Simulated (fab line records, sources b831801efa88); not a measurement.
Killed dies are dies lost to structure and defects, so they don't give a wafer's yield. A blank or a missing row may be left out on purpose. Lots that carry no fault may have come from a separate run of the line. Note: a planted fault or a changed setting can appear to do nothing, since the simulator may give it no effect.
fab line records ; flow sky130
record: lots: 6; wafers: 18; lastDay: 50
route steps=708 shown VT_ADJUST_LVTN@100 PAD_OPEN@708
lots untouched by any fault: they come from a run of this same line in which no faults occurred
startH: the number of hours between the record's first day and the start of the first shown wafer of the lot ; waitH: how many hours have passed since the lot's step before this one ; " repeats the value in the row above ; L1.1+2: one row covering several wafers at once ; - no value present, or no start provided ; * or withheld: withheld ; < > ~ a bound
route shown NAME@n: names a module that has steps shown in the file, with the first one's number in the route ; usual: mean/standard deviation of fault-free wafers ; same: alike in all rows ; chamber/n: place in a boat ; sites: the reading at each site ; _std_site: their standard deviation ; _edge_site: mean of outer sites minus mean of inner sites ; radiusMm: for every site, how far away it sits from the centre of the wafer ; mask NAME#n: copy n ; behind: tool/chamber where the wafer was last shaped ; hold: reason for holding the lot/hours on hold/outcome of the hold ; device: whichever transistor did not switch (one of n, p or np) ; end of line: at the end of the route, the tests of the same wafers ; where a step has no rows: the recipe by itself ; killed: dies lost to structure and defects at the first sort, not the wafer's yield ; map: a wafer's dies, marking killed ones x, the rest . and places with no die _
set.NAME: the run value of the setting; set.NAME@STEP: its run value at that earlier step ; model.NAME: the simulator's own value behind a step, which no gauge read
a table for each step, a row for each wafer; lots at some steps of the route
services: the hour from which a tool's chamber was out of use, counted from the record's first day as startH (under 0 if before that day), plus the number of hours and why
== steps ==
step: SKY_VT_ADJUST_LVTN_SOFTBAKE_03
recipe: tempC: 110; timeS: withheld
step: SKY_VT_ADJUST_LVTN_EXPOSE_04
recipe: maskId: NWM_COMPLEMENT_LESS_NATIVE; na: 0.6; sourceShape: conventional; sigmaOuter: 0.6; polarization: unpolarized; targetCdNm: 840; doseMj: 194
step: SKY_VT_ADJUST_LVTN_PEB_05
recipe: tempC: 115; timeS: withheld
step: SKY_VT_ADJUST_LVTN_DEVELOP_06
recipe: wallAngleDeg: 90; developer: TMAH; developTimeS: 60; devTempC: 23
step: SKY_VT_ADJUST_LVTN_OVL_MEAS_07
usual: VT_ADJUST_LVTN_OVL: -1.5/1.6
lot.wafer;tool;chamber;startH;waitH;VT_ADJUST_LVTN_OVL[nm]
L564.1;overlay-01;-;149.17;-;-0.3
L564.5;overlay-01;-;149.17;-;-1.8
L564.6;overlay-01;-;149.17;-;-2.7
L569.1;overlay-02;-;179.94;-;-2.5
L569.2;overlay-02;-;179.94;-;-2.7
L569.4;overlay-02;-;179.94;-;-3.8
L575.2;overlay-02;-;222.67;-;-3.4
L575.4;overlay-02;-;222.67;-;-5.9
L575.5;overlay-02;-;222.67;-;-3.5
L577.2;overlay-01;-;233.90;-;1.0
L577.4;overlay-01;-;233.90;-;-1.3
L577.5;overlay-01;-;233.90;-;-0.9
L580.1;overlay-01;-;257.49;-;-2.3
L580.2;overlay-01;-;257.49;-;-1.0
L580.6;overlay-01;-;257.49;-;-2.1
L582.1;overlay-02;-;270.17;-;-0.8
L582.2;overlay-02;-;270.17;-;-2.9
L582.6;overlay-02;-;270.17;-;-2.0
step: SKY_VT_ADJUST_LVTN_IMPLANT_08
recipe: species: B; energyKev: 30; doseCm2: 1.57e+12; tiltDeg: withheld
step: SKY_VT_ADJUST_LVTN_STRIP_09
recipe: chemistry: O2/N2; powerW: 1400; pressureMtorr: 1500; platenTempC: withheld; o2FlowSccm: 3000; n2FlowSccm: 300; overashFraction: 0.5
usual: drypumpMotorCurrentA: 5.52/0.24; oesProductAu: 0.723/0.0042; stripTimeToEndpointS: 36.91/0.1
lot.wafer;tool;chamber;startH;waitH;drypumpMotorCurrentA;oesProductAu;rfHoursCounterH;stripTimeToEndpointS
L564.1;plasmaAsher-04;1;149.35;0.1;5.70;0.717;47;37.07
L564.5;plasmaAsher-04;1;149.35;0.1;5.76;0.723;-;36.83
L564.6;plasmaAsher-04;0;149.35;0.1;5.54;0.723;-;36.93
L569.1;plasmaAsher-04;0;180.13;0.1;5.55;0.711;51;37.10
L569.2;plasmaAsher-04;1;180.13;0.1;5.71;0.730;51;37.09
L569.4;plasmaAsher-04;0;180.13;0.1;5.57;0.728;-;36.97
L575.2;plasmaAsher-03;0;222.85;0.1;5.35;0.724;52;36.78
L575.4;plasmaAsher-03;1;222.85;0.1;5.44;0.720;-;36.90
L575.5;plasmaAsher-03;0;222.85;0.1;5.38;0.724;-;36.92
L577.2;plasmaAsher-04;1;234.08;0.1;5.70;0.725;58;36.91
L577.4;plasmaAsher-04;0;234.08;0.1;5.55;0.718;-;37.05
L577.5;plasmaAsher-04;0;234.08;0.1;5.56;0.718;-;37.03
L580.1;plasmaAsher-03;1;257.68;0.1;5.43;0.723;55;36.85
L580.2;plasmaAsher-03;0;257.68;0.1;5.36;0.718;55;36.76
L580.6;plasmaAsher-03;1;257.68;0.1;5.44;0.715;-;36.63
L582.1;plasmaAsher-03;0;270.35;0.1;5.42;0.720;56;36.91
L582.2;plasmaAsher-03;1;270.35;0.1;5.44;0.724;56;36.94
L582.6;plasmaAsher-03;1;270.35;0.1;5.45;0.727;-;36.94
step: SKY_VT_ADJUST_LVTN_TW_MEAS_10
usual: VT_ADJUST_LVTN_TW: 239.8/2.1
lot.wafer;tool;chamber;startH;waitH;VT_ADJUST_LVTN_TW
L564.1;filmMetro-01;-;149.45;0.1;238.3
L564.5;filmMetro-01;-;149.45;0.1;236.7
L564.6;filmMetro-01;-;149.45;0.1;237.6
L569.1;filmMetro-01;-;180.23;0.1;240.5
L569.2;filmMetro-01;-;180.23;0.1;241.4
L569.4;filmMetro-01;-;180.23;0.1;241.7
L575.2;filmMetro-02;-;222.96;0.1;238.4
L575.4;filmMetro-02;-;222.96;0.1;238.8
L575.5;filmMetro-02;-;222.96;0.1;237.3
L577.2;filmMetro-01;-;234.19;0.1;240.5
L577.4;filmMetro-01;-;234.19;0.1;240.6
L577.5;filmMetro-01;-;234.19;0.1;239.6
L580.1;filmMetro-02;-;257.78;0.1;236.6
L580.2;filmMetro-02;-;257.78;0.1;237.1
L580.6;filmMetro-02;-;257.78;0.1;237.3
L582.1;filmMetro-01;-;270.45;0.1;239.7
L582.2;filmMetro-01;-;270.45;0.1;239.0
L582.6;filmMetro-01;-;270.45;0.1;238.8
step: SKY_VT_ADJUST_LVTN_DEHYDRATE_11
recipe: tempC: 200; timeS: 60
step: SKY_VT_ADJUST_LVTN_HMDS_12
recipe: primeTimeS: 60; primeTempC: 120
step: SKY_VT_ADJUST_LVTN_COAT_13
recipe: resist: NOVOLAK; spinRpm: 3000; resistThkNm: 1140
step: SKY_VT_ADJUST_LVTN_SOFTBAKE_14
recipe: tempC: 90; timeS: 60; resist: NOVOLAK
step: SKY_VT_ADJUST_LVTN_EXPOSE_15
recipe: maskId: HVN_STD_DERIVED; na: 0.6; sourceShape: conventional; sigmaOuter: 0.6; polarization: unpolarized; targetCdNm: 600; doseMj: 163
usual: exposureDoseMJCm2: 163.01/0.15; reticleTempC: 23.00/0.13
lot.wafer;tool;chamber;startH;waitH;mask;exposureDoseMJCm2;reticleTempC
L564.1;ilineStepper-02;0;159.22;-;HVN_STD_DERIVED#0;163.05;23.10
L564.5;ilineStepper-02;0;159.22;-;HVN_STD_DERIVED#0;163.07;23.09
L564.6;ilineStepper-02;0;159.22;-;HVN_STD_DERIVED#0;163.01;23.18
L569.1;ilineStepper-01;0;190.27;-;HVN_STD_DERIVED#0;162.89;23.16
L569.2;ilineStepper-01;0;190.27;-;HVN_STD_DERIVED#0;163.06;23.35
L569.4;ilineStepper-01;0;190.27;-;HVN_STD_DERIVED#0;162.86;23.12
L575.2;ilineStepper-02;0;234.44;-;HVN_STD_DERIVED#0;154.66;23.22
L575.4;ilineStepper-02;0;234.44;-;HVN_STD_DERIVED#0;154.92;23.08
L575.5;ilineStepper-02;0;234.44;-;HVN_STD_DERIVED#0;154.55;22.95
L577.2;ilineStepper-02;0;246.31;-;HVN_STD_DERIVED#0;154.62;23.04
L577.4;ilineStepper-02;0;246.31;-;HVN_STD_DERIVED#0;154.84;22.95
L577.5;ilineStepper-02;0;246.31;-;HVN_STD_DERIVED#0;155.09;23.14
L580.1;ilineStepper-01;0;269.82;-;HVN_STD_DERIVED#0;163.08;22.90
L580.2;ilineStepper-01;0;269.82;-;HVN_STD_DERIVED#0;163.08;23.03
L580.6;ilineStepper-01;0;269.82;-;HVN_STD_DERIVED#0;163.09;23.04
L582.1;ilineStepper-01;0;282.67;-;HVN_STD_DERIVED#0;163.14;23.12
L582.2;ilineStepper-01;0;282.67;-;HVN_STD_DERIVED#0;162.90;22.96
L582.6;ilineStepper-01;0;282.67;-;HVN_STD_DERIVED#0;162.96;23.08
step: SKY_VT_ADJUST_LVTN_PEB_16
recipe: tempC: withheld; timeS: *; resist: NOVOLAK
step: SKY_PAD_OPEN_PROBE_99
usual: killed_at_M0_to_M3: 44/8.6; killed_at_M4_up: 3.4/1.9; killedAtContacts: 23/5.7; killedAtFrontEnd: 15/4.5; killedAtOther: 0.4/0.62; killedDies: 86/11; killedOpen: 46/7.6; killedShort: 39/6.3
same: grossDies: 492; killedAtBackSide: 0
lot.wafer;tool;chamber;startH;waitH;killed_at_M0_to_M3;killed_at_M4_up;killedAtContacts;killedAtFrontEnd;killedAtOther;killedDies;killedOpen;killedShort
L564.1;prober-01;-;1089.48;0.1;51;4;20;16;1;92;55;37
L564.5;prober-01;-;1089.68;0.2;59;8;27;17;0;111;54;57
L564.6;prober-01;-;1089.73;0.2;37;3;16;24;0;80;44;36
L569.1;prober-02;-;1117.49;0.1;56;2;22;22;2;104;63;40
L569.2;prober-02;-;1117.54;0.1;46;4;31;19;0;100;54;46
L569.4;prober-02;-;1117.64;0.2;55;3;26;15;0;99;62;37
L577.2;prober-01;-;1173.36;0.1;49;5;21;8;0;83;52;31
L577.4;prober-01;-;1173.46;0.2;50;5;16;15;1;87;45;41
L577.5;prober-01;-;1173.51;0.2;42;4;18;19;0;83;43;40
L580.1;prober-01;-;1180.14;0.1;61;2;24;13;0;100;49;51
L580.2;prober-01;-;1180.19;0.1;61;3;28;20;0;112;66;46
L580.6;prober-01;-;1180.39;0.2;30;7;19;20;1;77;44;33
killed by level:class
L564.1 VIA1:geometricParticle:open=14 VIA2:geometricParticle:open=9 LI_CONTACT:geometricParticle:open=8 METAL2:geometricParticle:short=8 VIA3:geometricParticle:open=5 POLY_GATE:geometricParticle:open=4 CONTACT:geometricParticle:short=4 CONTACT:geometricParticle:open=4
L564.5 VIA1:geometricParticle:open=14 CONTACT:geometricParticle:open=10 VIA1:geometricParticle:short=10 LOCAL_INTERCONNECT:geometricParticle:short=7 VIA2:geometricParticle:open=7 VIA3:geometricParticle:open=7 METAL4:geometricParticle:short=7 POLY_GATE:geometricParticle:short=6
L564.6 VIA1:geometricParticle:open=10 POLY_GATE:geometricParticle:open=8 LI_CONTACT:geometricParticle:open=5 METAL1:geometricParticle:short=5 VIA1:geometricParticle:short=5 VIA3:geometricParticle:open=4 LOCAL_INTERCONNECT:geometricParticle:short=4 CONTACT:geometricParticle:open=4
L569.1 VIA1:geometricParticle:open=11 VIA2:geometricParticle:open=10 CONTACT:geometricParticle:open=10 METAL1:geometricParticle:short=8 VIA3:geometricParticle:open=8 FIELD_ISO:geometricParticle:open=7 POLY_GATE:geometricParticle:short=6 LI_CONTACT:geometricParticle:open=6
L569.2 CONTACT:geometricParticle:open=13 LI_CONTACT:geometricParticle:open=10 VIA1:geometricParticle:short=9 VIA1:geometricParticle:open=8 METAL1:geometricParticle:short=7 FIELD_ISO:geometricParticle:open=6 METAL2:geometricParticle:short=6 VIA3:geometricParticle:open=6
L569.4 VIA1:geometricParticle:open=17 CONTACT:geometricParticle:open=12 VIA2:geometricParticle:open=9 LI_CONTACT:geometricParticle:open=7 VIA3:geometricParticle:open=6 METAL1:geometricParticle:short=6 FIELD_ISO:geometricParticle:short=5 CONTACT:geometricParticle:short=5
L577.2 CONTACT:geometricParticle:open=11 VIA2:geometricParticle:open=10 VIA3:geometricParticle:open=9 VIA1:geometricParticle:open=9 METAL1:geometricParticle:short=6 VIA1:geometricParticle:short=6 LI_CONTACT:geometricParticle:open=5 METAL4:geometricParticle:short=4
L577.4 VIA1:geometricParticle:open=14 CONTACT:geometricParticle:short=7 VIA1:geometricParticle:short=6 VIA2:geometricParticle:open=6 FIELD_ISO:geometricParticle:open=5 VIA2:geometricParticle:short=5 METAL4:geometricParticle:short=5 METAL2:geometricParticle:short=4
L577.5 FIELD_ISO:geometricParticle:open=9 VIA2:geometricParticle:open=8 METAL3:geometricParticle:short=8 VIA1:geometricParticle:open=7 FIELD_ISO:geometricParticle:short=6 CONTACT:geometricParticle:open=6 VIA1:geometricParticle:short=6 CONTACT:geometricParticle:short=5
L580.1 VIA3:geometricParticle:open=12 METAL1:geometricParticle:short=8 VIA1:geometricParticle:open=8 LI_CONTACT:geometricParticle:open=7 METAL2:geometricParticle:short=6 VIA1:geometricParticle:short=6 CONTACT:geometricParticle:open=5 METAL3:geometricParticle:short=5
L580.2 VIA1:geometricParticle:open=20 CONTACT:geometricParticle:open=15 VIA2:geometricParticle:open=9 VIA3:geometricParticle:open=8 VIA2:geometricParticle:short=6 FIELD_ISO:geometricParticle:open=5 POLY_GATE:geometricParticle:open=5 LI_CONTACT:geometricParticle:short=5
L580.6 VIA2:geometricParticle:open=11 CONTACT:geometricParticle:open=9 CONTACT:geometricParticle:short=7 POLY_GATE:geometricParticle:open=5 METAL2:geometricParticle:short=5 FIELD_ISO:geometricParticle:open=4 FIELD_ISO:geometricParticle:short=4 METAL4:geometricParticle:short=4
== services ==
tool;chamber;startH;hours;kind
ilineStepper-01;-;183.31;1.7;pm
plasmaAsher-04;-;187.11;1.5;repair
ilineStepper-01;-;205.17;4.4;pm
plasmaAsher-03;-;208.25;1.2;repair
ilineStepper-02;-;222.18;0.6;repair
ilineStepper-01;-;232.05;1.8;repair
ilineStepper-01;0;233.01;-;calibration
ilineStepper-02;0;236.66;-;calibration
plasmaAsher-03;-;236.83;0.5;repair
ilineStepper-02;-;251.47;40.1;repair
plasmaAsher-03;-;274.50;0.9;repair
== key ==
firstSign: step: SKY_VT_ADJUST_LVTN_EXPOSE_15; reading: exposureDoseMJCm2; direction: down; sigmas: 53; usual: *; struck: *
effect none on later readings
metAt SKY_VT_ADJUST_LVTN_EXPOSE_15
struckWafers L575.2,L575.4,L575.5,L577.2,L577.4,L577.5
testerLeftOut L575,L577
onsetBetween 159.22 234.44
fault: kind: processParameterDrift; tool: ilineStepper-02; chamber: -; onsetH: 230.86; steps: SKY_VT_ADJUST_LVTN_EXPOSE_15; channel: doseMj; offset: -8.309; shape: step; actsIn: theseRecipesOnly; stated: 163
testerLeftOut: of these lots the tester's yield and bins aren't shown, on N5 and GAA mostly nor the transistor test; their killed dies are dies lost to structure and defects alone, not to doping, threshold or leakage, so they don't give the yield
